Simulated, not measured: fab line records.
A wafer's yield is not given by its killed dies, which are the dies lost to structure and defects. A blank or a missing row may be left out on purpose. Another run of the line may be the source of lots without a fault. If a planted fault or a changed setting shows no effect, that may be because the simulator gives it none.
A single fault, viewed from 2 desks | flow sky130 | what lay behind the numbers comes last; until then each desk has only its own

## FROM THE METROLOGY DESK
Means of the sampled wafers that have a number, per lot and without regard to the tool the lot ran on: this is what the gauges read. Any lot whose mean is over 4 standard deviations away from the usual mean is out of limits and marked OUT; that distance is given in the brackets.
Columns: A = LDD_P_TW at SKY_LDD_P_TW_MEAS_11, usual 634
lot  | first seen here | A
L213 | day 18 14:24    | 622
L214 | day 19 00:01    | 644
L215 | day 19 22:04    | 634
L216 | day 20 12:38    | 640
L218 | day 20 20:34    | 637
L219 | day 21 13:18    | 30 (-84) OUT
L220 | day 21 16:03    | 30 (-84) OUT
L222 | day 22 10:46    | 624
L224 | day 23 06:53    | 642
L228 | day 24 08:25    | 625
L230 | day 25 04:44    | 641
L233 | day 26 08:07    | 638
L234 | day 26 18:59    | 632
L236 | day 28 00:35    | 638
This desk's result: L219, L220 out of limits, first on L219 (LDD_P_TW at SKY_LDD_P_TW_MEAS_11), day 21 13:18. In limits: L213, L214, L215, L216, L218, L222, L224, L228, L230, L233, L234, L236.

## THE TOOL OWNER'S DESK: plasma asher-04
The tool's own readings at SKY_LDD_N_STRIP_16 (strips in O2/N2): means of the sampled wafers that have a number, for each lot that ran on this tool. Any lot whose mean is over 4 standard deviations away from the usual mean is out of limits and marked OUT; that distance is given in the brackets.
Columns: A = chamber pressure mTorr at SKY_LDD_N_STRIP_16, usual 1500.1 mTorr; B = drypump motor current A at SKY_LDD_N_STRIP_16, usual 6.1 A; C = oes product au at SKY_LDD_N_STRIP_16, usual 0.406 a.u.; D = strip time to endpoint s at SKY_LDD_N_STRIP_16, usual 4.316 s
lot  | first seen here | A      | B   | C     | D
L213 | day 17 08:43    | 1499.9 | 6.1 | 0.404 | 4.312
L215 | day 18 14:31    | 1500.7 | 6.1 | 0.406 | 4.318
L216 | day 19 05:26    | 1499.9 | 6.1 | 0.407 | 4.299
L222 | day 21 03:34    | 1499.2 | 6.4 | 0.407 | 4.305
L224 | day 22 00:37    | 1499.2 | 6.4 | 0.407 | 4.338
L233 | day 25 02:31    | 1500.3 | 6.1 | 0.404 | 4.302
L234 | day 25 13:29    | 1500.2 | 6.3 | 0.407 | 4.332
This desk's finding: nothing out of limits on any of the 7 lots.

## PUT TOGETHER
L219, L220 would have let the metrology desk raise an alarm at day 21 13:18.
The desk of the tool owner found nothing out of limits.
The tool owner's desk has no number on record for L219, L220.
On plasma asher-04, each named lot ran SKY_LDD_N_STRIP_16.

## WHAT HAD BEEN PUT IN BY THE SIMULATOR
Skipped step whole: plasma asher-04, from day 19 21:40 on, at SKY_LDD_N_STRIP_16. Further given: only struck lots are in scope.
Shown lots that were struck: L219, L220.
Hours from the fault's start to each desk's first reading out of limits: the metrology desk, 40.
